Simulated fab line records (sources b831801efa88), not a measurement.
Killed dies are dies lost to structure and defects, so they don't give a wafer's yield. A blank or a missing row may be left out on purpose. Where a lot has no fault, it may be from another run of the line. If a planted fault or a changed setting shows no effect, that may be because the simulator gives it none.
Which tool was responsible? ; flow gf180mcu ; 33 wafers from 11 lots sampled at 5 of the route's 602 steps

## WHAT THE GAUGES READ, wafer by wafer
GF_HV_LDD_THK_MEAS_55. Usual: HV_LDD_CVD_54_THK typically reads 9.99 nm, with standard deviation 0.11.
lot;measured;on;HV_LDD_CVD_54_THK (nm);flag
L510;day 12 12:53;film metro-01;9.81 9.84 10.03;
L511;day 12 20:49;film metro-01;9.95 9.97 9.96;
L513;day 13 12:11;film metro-03;10.14 10.12 10.04;
L517;day 15 06:18;film metro-03;9.89 9.86 9.88;
L518;day 15 09:19;film metro-03;9.94 10.02 10.09;
L519;day 15 15:52;film metro-03;9.87 10.02 10.00;
L521;day 16 02:51;film metro-01;10.09 9.96 10.08;
L526;day 17 19:29;film metro-03;9.97 10.12 9.93;
L530;day 19 13:52;film metro-03;9.87 9.91 9.75;
L532;day 20 00:28;film metro-04;10.09 10.08 10.19;
L533;day 20 07:42;film metro-04;9.98 9.82 9.77;

GF_HV_LDD_THK_MEAS_57. Usual: HV_LDD_CVD_56_THK typically reads 89.8 nm, with standard deviation 0.65.
lot;measured;on;HV_LDD_CVD_56_THK (nm);flag
L510;day 12 16:19;film metro-01;90.7 90.1 89.6;
L511;day 12 22:19;film metro-01;90.0 90.1 90.3;
L513;day 13 14:23;film metro-03;89.8 90.8 90.5;
L517;day 15 08:31;film metro-03;88.7 88.5 88.4;
L518;day 15 11:31;film metro-03;89.1 89.2 89.6;
L519;day 15 17:21;film metro-01;89.8 89.6 89.0;
L521;day 16 04:20;film metro-03;90.2 89.6 89.6;
L526;day 17 20:58;film metro-01;64.9 64.4 64.2;OFF
L530;day 19 15:21;film metro-01;90.6 89.9 90.3;
L532;day 20 02:40;film metro-03;89.4 90.0 89.4;
L533;day 20 09:54;film metro-01;89.5 88.8 89.7;

GF_CONTACT_THK_MEAS_26: measures by xrf. Usual: CONTACT_W_THK typically reads 314 nm, with standard deviation 5.4.
lot;measured;on;CONTACT_W_THK (nm);flag
L510;day 16 06:55;film metro-01;314 308 311;
L511;day 16 13:31;film metro-01;323 323 318;
L513;day 17 08:41;film metro-03;307 309 309;
L517;day 19 05:58;film metro-04;308 310 306;
L518;day 19 10:00;film metro-03;318 316 312;
L519;day 19 17:19;film metro-04;312 315 309;
L521;day 20 06:17;film metro-01;318 322 318;
L526;day 21 23:53;film metro-03;315 318 315;
L530;day 23 17:39;film metro-04;306 316 309;
L532;day 24 03:40;film metro-04;316 314 316;
L533;day 24 11:41;film metro-03;320 318 308;

## TOOL THAT RAN EACH LOT (tool first, then ch and the chambers of the sampled wafers, then the start)
lot;GF_HV_LDD_CVD_56;GF_HV_LDD_ETCHBACK_58
L510;lpcvd-02 ch 0, day 12 14:53;rie diel-01 ch 1,2, day 12 16:22
L511;lpcvd-02 ch 1, day 12 20:53;rie diel-04 ch 0,2, day 12 22:22
L513;lpcvd-01 ch 0, day 13 12:14;rie diel-01 ch 0,2,3, day 13 14:26
L517;lpcvd-01 ch 1, day 15 06:21;rie diel-04 ch 0,1,3, day 15 08:34
L518;lpcvd-01 ch 1, day 15 09:22;rie diel-03 ch 2,3, day 15 11:34
L519;lpcvd-02 ch 1, day 15 15:55;rie diel-01 ch 1,2,3, day 15 17:25
L521;lpcvd-02 ch 1, day 16 02:54;rie diel-03 ch 1,2,3, day 16 04:23
L526;lpcvd-01 ch 0, day 17 19:32;rie diel-03 ch 0,1,3, day 17 21:01
L530;lpcvd-02 ch 0, day 19 13:55;rie diel-03 ch 0,2, day 19 15:24
L532;lpcvd-02 ch 0, day 20 00:30;rie diel-03 ch 0,2,3, day 20 02:42
L533;lpcvd-02 ch 0, day 20 07:45;rie diel-03 ch 1,2,3, day 20 09:57
- GF_HV_LDD_CVD_56: deposits Si3N4 from DCS/NH3, target thk 90 nm, time 1543 s.
- GF_HV_LDD_ETCHBACK_58: etches Si3N4 in CH3F/O2, stops on SiO2, time 100 s, target depth 90 nm.

## AS READ BY THE TOOLS THEMSELVES (means over the sampled wafers that have a number; for cases with no such wafer, the mark the record gives instead)
GF_HV_LDD_CVD_56. Usual: value, then standard deviation, for each; spike tc bottom C 787.5 C / 1.5; spike tc centre C 770.8 C / 1.3; spike tc lower C 769.9 C / 1.4; spike tc top C 786.2 C / 2.2; spike tc upper C 770.0 C / 1.3; susceptor temp C 770.0 C / 0.34; zone power bottom pct 21.2 % / 1.2.
lot;tool;spike tc bottom C (C);spike tc centre C (C);spike tc lower C (C);spike tc top C (C);spike tc upper C (C);susceptor temp C (C);zone power bottom pct (%);flag
L510;lpcvd-02;788.8;771.3;770.1;787.6;770.3;770.1;22.9;
L511;lpcvd-02;786.1;769.7;770.6;785.0;768.4;770.2;19.5;
L513;lpcvd-01;787.0;770.6;770.6;783.9;769.8;770.3;21.0;
L517;lpcvd-01;785.4;770.0;770.7;789.4;772.4;769.7;21.8;
L518;lpcvd-01;785.3;771.1;771.0;788.3;771.5;769.9;21.5;
L519;lpcvd-02;787.2;769.4;770.5;784.7;768.7;770.1;19.3;
L521;lpcvd-02;787.3;770.3;770.7;785.1;768.9;770.0;19.5;
L526;lpcvd-01;769.9;753.4;752.6;766.6;752.2;752.7;20.2;OFF
L530;lpcvd-02;789.2;772.0;769.1;787.6;769.4;769.6;22.6;
L532;lpcvd-02;789.6;771.2;767.7;787.6;769.4;770.2;22.4;
L533;lpcvd-02;789.5;771.5;768.6;787.2;769.9;770.0;22.5;

GF_HV_LDD_ETCHBACK_58. Usual: drypump motor current A 5.7 A, standard deviation 0.66; oes product au 0.841 a.u., standard deviation 0.0057; throttle valve pct 10.562 %, standard deviation 0.0086.
lot;tool;drypump motor current A (A);oes product au (a.u.);throttle valve pct (%);flag
L510;rie diel-01;5.6;0.846;10.562;
L511;rie diel-04;5.5;0.842;10.549;
L513;rie diel-01;5.4;0.846;10.564;
L517;rie diel-04;6.0;0.839;10.560;
L518;rie diel-03;6.5;0.834;10.556;
L519;rie diel-01;5.2;0.837;10.562;
L521;rie diel-03;6.1;0.841;10.565;
L526;rie diel-03;5.6;0.716;10.543;OFF
L530;rie diel-03;6.1;0.843;10.572;
L532;rie diel-03;6.1;0.842;10.560;
L533;rie diel-03;6.1;0.838;10.558;

## THE ANSWER, worked out from the rows above alone
Rule: lot off if the mean of its wafers having a number is beyond 3 standard deviations from the usual mean. A lot without any number at a reading at which 4 lots or more have one is off too. All remaining lots with rows at the step are treated as sound. After the gauges, taken in route order, come the tools' own readings; for these a lot's mean is taken, as printed above. At the first step where some lot is off, the reading lying furthest off is the one used; lots without a number count as furthest.
Off: L526, seen at GF_HV_LDD_THK_MEAS_57 (HV_LDD_CVD_56_THK).
If a tool, at a process step before that reading, ran all the lots that are off and no sound lot after the first of them, it fits. Not tried: the gauges at GF_HV_LDD_THK_MEAS_57; whatever is off there is also off at GF_HV_LDD_CVD_56, on other tools, and gauge error can't account for it. One fits: GF_HV_LDD_CVD_56 on lpcvd-01. Its last sound lot is L518 (day 15 09:22), its first lot that is off L526 (day 17 19:32): a fault that began between those two fits.
The tool's own readings at GF_HV_LDD_CVD_56 bear it out: on the lots that are off they differ by more than 5 times the standard deviation of the sound lots' means. spike tc bottom C reads 769.9 C there against 787.5 C on the sound lots; spike tc centre C reads 753.4 C there against 770.7 C on the sound lots; spike tc lower C reads 752.6 C there against 770.0 C on the sound lots; spike tc top C reads 766.6 C there against 786.6 C on the sound lots; spike tc upper C reads 752.2 C there against 769.9 C on the sound lots; susceptor temp C reads 752.7 C there against 770.0 C on the sound lots.

## WHAT THE SIMULATOR HAD PUT IN
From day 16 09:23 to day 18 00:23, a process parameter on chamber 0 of lpcvd-01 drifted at GF_HV_LDD_CVD_56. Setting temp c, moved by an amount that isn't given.
Shown lots that were struck: L526. The rule above reached the same finding.
